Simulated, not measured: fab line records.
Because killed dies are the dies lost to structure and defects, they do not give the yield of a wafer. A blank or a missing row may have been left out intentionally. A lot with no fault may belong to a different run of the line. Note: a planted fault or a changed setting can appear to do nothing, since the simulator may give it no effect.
Which tool did it?	flow sky130	Sampling: 14 lots, 42 wafers, 6 of 708 route steps

== WHAT THE GAUGES SHOWED, per wafer ==
SKY_PWDE_OVL_MEAS_07. Usual: PWDE_OVL gives 0.7 nm (standard deviation 1.3).
lot	measured	on	PWDE_OVL (nm)	flag
L969	day 4 02:12	overlay-01	-0.1 1.7 0.3	
L970	day 4 06:06	overlay-01	2.3 0.6 0.7	
L972	day 4 21:02	overlay-01	0.9 1.4 0.9	
L974	day 5 04:46	overlay-01	0.2 0.7 0.2	
L978	day 6 03:05	overlay-02	0.4 0.5 -0.4	
L979	day 6 08:06	overlay-01	1.6 1.8 0.9	
L980	day 6 16:33	overlay-02	-1.0 -0.9 -1.0	
L981	day 6 21:45	overlay-02	-1.1 -1.6 0.6	
L983	day 7 08:53	overlay-01	1.9 3.0 2.5	
L986	day 8 02:01	overlay-01	1.1 -1.0 -0.6	
L987	day 8 07:42	overlay-01	1.9 - 3.2	
L988	day 8 11:00	overlay-02	-0.1 -0.8 -0.8	
L990	day 8 23:51	overlay-01	0.7 2.1 0.8	
L991	day 9 20:33	overlay-02	-1.2 - -	

SKY_PWDE_TW_MEAS_10. Usual: PWDE_TW gives 373 (standard deviation 3.5).
lot	measured	on	PWDE_TW	flag
L969	day 4 02:29	film metro-02	368 370 369	
L970	day 4 06:23	film metro-04	375 377 379	
L972	day 4 21:19	film metro-04	378 375 377	
L974	day 5 05:03	film metro-02	371 369 370	
L978	day 6 03:24	film metro-04	373 376 376	
L979	day 6 08:23	film metro-03	378 377 378	
L980	day 6 16:50	film metro-02	370 369 371	
L981	day 6 22:02	film metro-02	371 370 369	
L983	day 7 09:10	film metro-03	376 376 376	
L986	day 8 02:18	film metro-03	376 378 378	
L987	day 8 07:59	film metro-02	368 30 369	OFF
L988	day 8 11:17	film metro-03	378 379 378	
L990	day 9 00:08	film metro-03	374 374 376	
L991	day 9 20:50	film metro-03	375 30 30	OFF

SKY_NWELL_OVL_MEAS_10. Usual: NWELL_00_OVL gives 0.0 nm (standard deviation 1.7).
lot	measured	on	NWELL_00_OVL (nm)	flag
L969	day 4 19:30	overlay-01	2.5 1.4 2.1	
L970	day 4 23:19	overlay-01	0.7 0.6 1.7	
L972	day 5 15:33	overlay-02	1.8 2.7 1.3	
L974	day 5 23:17	overlay-01	2.6 0.5 1.4	
L978	day 6 21:25	overlay-02	-1.7 -1.2 -1.5	
L979	day 7 03:26	overlay-01	-1.9 -1.1 -0.1	
L980	day 7 11:45	overlay-01	2.3 1.4 1.0	
L981	day 7 17:03	overlay-02	-2.0 -1.9 -1.6	
L983	day 8 04:15	overlay-02	-2.4 -2.8 -2.1	
L986	day 8 22:17	overlay-01	-0.3 -0.1 0.3	
L987	day 9 04:41	overlay-01	-0.4 -2.1 0.6	
L988	day 9 08:32	overlay-01	-2.5 -2.0 -3.4	
L990	day 9 20:55	overlay-01	0.9 0.5 0.7	
L991	day 10 19:48	overlay-02	-0.6 -0.7 -1.4	

== EACH LOT AND THE TOOL THAT RAN IT (in order: tool; ch and the chambers of the sampled wafers; start) ==
lot	SKY_DNWELL_STRIP_08	SKY_PWDE_DEVELOP_06	SKY_PWDE_STRIP_09
L969	plasma asher-02 ch 0,1, day 3 10:05	litho track-02 ch 0, day 4 02:00	plasma asher-02 ch 0, day 4 02:23
L970	plasma asher-02 ch 1, day 3 13:20	litho track-02 ch 0, day 4 05:00	plasma asher-01 ch 0,1, day 4 06:17
L972	plasma asher-02 ch 0,1, day 4 03:59	litho track-01 ch 0, day 4 20:00	plasma asher-03 ch 0,1, day 4 21:13
L974	plasma asher-04 ch 0,1, day 4 11:59	litho track-02 ch 0, day 5 04:00	plasma asher-02 ch 0,1, day 5 04:56
L978	plasma asher-02 ch 0,1, day 5 08:56	litho track-01 ch 0, day 6 02:00	plasma asher-03 ch 1, day 6 03:16
L979	plasma asher-04 ch 0,1, day 5 13:50	litho track-03 ch 0, day 6 07:00	plasma asher-02 ch 0, day 6 08:17
L980	plasma asher-04 ch 0,1, day 5 21:49	litho track-01 ch 0, day 6 16:00	plasma asher-01 ch 0,1, day 6 16:46
L981	plasma asher-04 ch 0,1, day 6 03:45	litho track-02 ch 0, day 6 21:00	plasma asher-02 ch 0,1, day 6 21:56
L983	plasma asher-02 ch 0,1, day 6 13:23	litho track-01 ch 0, day 7 08:00	plasma asher-03 ch 0,1, day 7 09:04
L986	plasma asher-04 ch 0,1, day 7 06:56	litho track-02 ch 0, day 8 01:00	plasma asher-03 ch 1, day 8 02:11
L987	plasma asher-02 ch 0,1, day 7 13:32	litho track-02 ch 0, day 8 07:00	plasma asher-02 ch 0,1, day 8 07:53
L988	plasma asher-03 ch 0,1, day 7 16:32	litho track-03 ch 0, day 8 10:00	plasma asher-03 ch 0,1, day 8 11:11
L990	plasma asher-03 ch 1, day 8 03:23	litho track-03 ch 0, day 8 23:00	plasma asher-01 ch 0, day 9 00:02
L991	plasma asher-03 ch 1, day 8 23:59	litho track-02 ch 0, day 9 20:00	plasma asher-01 ch 0,1, day 9 20:44
- SKY_DNWELL_STRIP_08: strips in O2/N2.
- SKY_PWDE_DEVELOP_06: develop time 60 s.
- SKY_PWDE_STRIP_09: strips in O2/N2.

== WHAT THE TOOLS THEMSELVES READ (means of the sampled wafers that have a number; where no wafer has one, the mark that the record gives instead) ==
SKY_DNWELL_STRIP_08. Usual: drypump motor current A 5.5 A, standard deviation 0.44; oes product au 0.723 a.u., standard deviation 0.0047; strip time to endpoint s 36.88 s, standard deviation 0.1.
lot	tool	drypump motor current A (A)	oes product au (a.u.)	strip time to endpoint s (s)	flag
L969	plasma asher-02	5.5	0.720	36.80	
L970	plasma asher-02	5.1	0.727	37.04	
L972	plasma asher-02	5.5	0.721	37.04	
L974	plasma asher-04	5.1	0.717	36.82	
L978	plasma asher-02	5.5	0.725	36.85	
L979	plasma asher-04	5.1	0.724	36.83	
L980	plasma asher-04	5.2	0.726	36.97	
L981	plasma asher-04	5.2	0.727	36.95	
L983	plasma asher-02	5.9	0.727	36.81	
L986	plasma asher-04	5.2	0.723	36.83	
L987	plasma asher-02	5.8	0.722	36.85	
L988	plasma asher-03	5.7	0.723	36.89	
L990	plasma asher-03	5.6	0.722	36.89	
L991	plasma asher-03	5.6	0.725	36.96	

SKY_PWDE_STRIP_09. Usual: drypump motor current A 5.7 A, standard deviation 0.45; oes product au 0.722 a.u., standard deviation 0.0042; strip time to endpoint s 36.88 s, standard deviation 0.12.
lot	tool	drypump motor current A (A)	oes product au (a.u.)	strip time to endpoint s (s)	flag
L969	plasma asher-02	6.3	0.718	36.75	
L970	plasma asher-01	5.9	0.720	36.88	
L972	plasma asher-03	5.6	0.724	37.00	
L974	plasma asher-02	5.8	0.723	37.04	
L978	plasma asher-03	5.6	0.722	36.83	
L979	plasma asher-02	6.3	0.727	36.69	
L980	plasma asher-01	5.6	0.723	37.05	
L981	plasma asher-02	5.9	0.725	36.88	
L983	plasma asher-03	5.7	0.724	36.83	
L986	plasma asher-03	5.6	0.724	36.86	
L987	plasma asher-02	5.9	0.718	36.92	
L988	plasma asher-03	5.7	0.721	37.01	
L990	plasma asher-01	5.3	0.718	37.04	
L991	plasma asher-01	5.6	0.721	36.96	

== THE ANSWER, worked out from the rows above alone ==
Rule: a lot counts as off when the mean over its wafers that have a number is more than 3 standard deviations away from the usual mean. Also off: a lot with no number at a reading for which 4 or more lots have one. The other lots that the step has rows for count as sound. Order of review: gauges by route order, followed by the tools' own readings, for which a lot's mean as printed above is used. At the first step where some lot is off, the reading lying furthest off is the one used; lots without a number count as furthest.
Off: L987, L991, at SKY_PWDE_TW_MEAS_10 (PWDE_TW).
A tool fits if, at a process step before that reading, it ran every lot that is off, and no sound lot after the first of them. Those tools and the gauges at SKY_PWDE_TW_MEAS_10 are tried in the same way. One candidate fits, namely litho track-02 at SKY_PWDE_DEVELOP_06. A fault onset in the window from L986 (day 8 01:00, its last sound lot) to L987 (day 8 07:00, its first lot off) fits.

== WHAT THE SIMULATOR HAD INSERTED ==
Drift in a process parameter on litho track-02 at SKY_PWDE_DEVELOP_06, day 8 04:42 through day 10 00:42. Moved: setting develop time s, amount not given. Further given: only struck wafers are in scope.
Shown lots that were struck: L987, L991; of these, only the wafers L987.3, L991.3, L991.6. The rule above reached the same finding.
